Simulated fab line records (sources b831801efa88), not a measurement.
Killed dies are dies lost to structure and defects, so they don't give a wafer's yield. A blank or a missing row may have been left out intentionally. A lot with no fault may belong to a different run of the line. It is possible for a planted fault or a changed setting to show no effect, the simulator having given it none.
A single fault, viewed from 2 desks / flow sky130 / only its own numbers are on each desk; what lay behind them is given at the end

== AT THE METROLOGY DESK ==
Lot by lot, what the gauges showed, no matter which tool ran the lot: averages of those sampled wafers that carry a number. Any lot whose mean is over 4 standard deviations away from the usual mean is out of limits and marked OUT; that distance is given in the brackets.
Columns: A = FIELD_ISO_CVD_24_THK at SKY_FIELD_ISO_THK_MEAS_25, usual 600 nm; B = PWDE_TW at SKY_PWDE_TW_MEAS_10, usual 371; C = PWDE_RS at SKY_NWELL_RS_MEAS_31, usual 5274 ohm/sq; D = VT_ADJUST_LVTN_01_OVL at SKY_VT_ADJUST_LVTN_OVL_MEAS_18, usual -0.3 nm
lot=L699; first seen here=day 2 09:09; A=603; B=369; C=5283; D=0.7
lot=L700; first seen here=day 2 14:22; A=596; B=376; C=5282; D=-0.6
lot=L701; first seen here=day 2 18:26; A=590; B=377; C=5242; D=0.0
lot=L702; first seen here=day 3 02:51; A=597; B=366; C=5292; D=-0.7
lot=L710; first seen here=day 4 16:26; A=598; B=399 (+9.0) OUT; C=4358 (-40) OUT; D=-0.2
lot=L711; first seen here=day 4 22:16; A=598; B=406 (+11) OUT; C=4351 (-40) OUT; D=0.4
lot=L714; first seen here=day 5 11:46; A=595; B=369; C=5283; D=-0.6
lot=L716; first seen here=day 6 03:47; A=606; B=371; C=5267; D=-0.7
lot=L717; first seen here=day 6 10:49; A=590; B=373; C=5259; D=-0.8
lot=L718; first seen here=day 6 12:01; A=606; B=374; C=5248; D=0.1
lot=L720; first seen here=day 6 21:47; A=606; B=373; C=5283; D=0.0
Finding of this desk: L710, L711 out of limits, first seen on L710 at day 6 09:35 (PWDE_TW at SKY_PWDE_TW_MEAS_10). Within limits: L699, L700, L701, L702, L714, L716, L717, L718, L720.

== FOR THE TOOL OWNER'S DESK: implanter-04 ==
The tool's own readings at SKY_PWDE_IMPLANT_08: means of the sampled wafers that have a number, for each lot that ran on this tool. Any lot whose mean is over 4 standard deviations away from the usual mean is out of limits and marked OUT; that distance is given in the brackets.
Columns: A = beam-on-s at SKY_PWDE_IMPLANT_08, usual 10.00 s; B = end-station-pressure-torr at SKY_PWDE_IMPLANT_08, usual 5e-06 Torr; C = faraday-current-uA at SKY_PWDE_IMPLANT_08, usual 20.3
lot=L701; first seen here=day 4 08:22; A=10.07; B=5e-06; C=20.2
lot=L702; first seen here=day 4 20:47; A=10.07; B=5e-06; C=20.1
lot=L710; first seen here=day 6 09:20; A=12.47 (+12) OUT; B=1e-04 (+99 or more) OUT; C=16.4 (-9.7) OUT
lot=L711; first seen here=day 6 19:20; A=13.08 (+15) OUT; B=1e-04 (+99 or more) OUT; C=15.7 (-12) OUT
This desk finds L710, L711 out of limits, L710 being first, at day 6 09:20 (beam-on-s at SKY_PWDE_IMPLANT_08). Within limits: L701, L702.

== ALL TOGETHER ==
On L710, L711, at day 6 09:20, an alarm was possible from the tool owner's desk.
Metrology desk: alarm possible at day 6 09:35 on L710, L711.
Of the lots named, all ran SKY_PWDE_IMPLANT_08 on implanter-04.

== WHAT HAD BEEN PUT IN BY THE SIMULATOR ==
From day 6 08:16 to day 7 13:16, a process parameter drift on implanter-04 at SKY_PWDE_IMPLANT_08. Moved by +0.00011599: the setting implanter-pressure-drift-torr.
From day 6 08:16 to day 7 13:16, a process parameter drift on implanter-04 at SKY_PWDE_IMPLANT_08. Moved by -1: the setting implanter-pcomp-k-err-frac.
Lots struck among those shown: L710, L711.
Fault start to first reading out of limits, in hours, per desk: tool owner, 1; metrology, 1.
